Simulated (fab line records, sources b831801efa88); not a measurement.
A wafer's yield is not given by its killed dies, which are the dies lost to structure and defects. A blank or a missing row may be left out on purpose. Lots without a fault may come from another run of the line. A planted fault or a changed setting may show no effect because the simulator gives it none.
Chamber matching :: flow gf180mcu :: cmp-02 running GF_V4_CMP_04: 3 sister chambers
The step polishes SiO2. 3 wafers are shown with their chamber, then 5 later ones without.

WAFERS PAIRED WITH THEIR CHAMBERS
wafer: L582.2
chamber: 3
motor_current_A (A): 12.6

wafer: L583.2
chamber: 2
motor_current_A (A): 13.2

wafer: L583.3
chamber: 1
motor_current_A (A): 13.4

WAFERS MISSING THEIR CHAMBER
wafer: L583.6
motor_current_A (A): 13.5

wafer: L585.4
motor_current_A (A): 13.0

wafer: L585.6
motor_current_A (A): 12.3

wafer: L587.3
motor_current_A (A): 12.0

wafer: L587.5
motor_current_A (A): 13.9

CHAMBER TAKEN BY EACH
wafer: L583.6
from the rows above: can't be placed: 1 or 2
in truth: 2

wafer: L585.4
from the rows above: can't be placed: 2 or 1 or 3
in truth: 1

wafer: L585.6
from the rows above: can't be placed: 3 or 2
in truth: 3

wafer: L587.3
from the rows above: can't be placed: 3 or 2
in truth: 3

wafer: L587.5
from the rows above: can't be placed: 1 or 2
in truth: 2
Correct placement for 0 of the 5. These rows do not allow placing 5 (true chamber among the candidates in 5). Number placed wrongly: 0.
How it was worked out, from the rows above alone: a wafer's distance from a chamber is the root of the sum, over the readings, of the square of ((its reading less the chamber's mean) divided by the reading's scatter). The wafer belongs to the nearest chamber; if the next one is less than 2 further off, it can't be placed. The mean given for a chamber averages the wafers shown for that chamber. The scatter: with one shown wafer a chamber, the root of the mean of the squares of how far each hidden wafer lies from its nearest shown one.
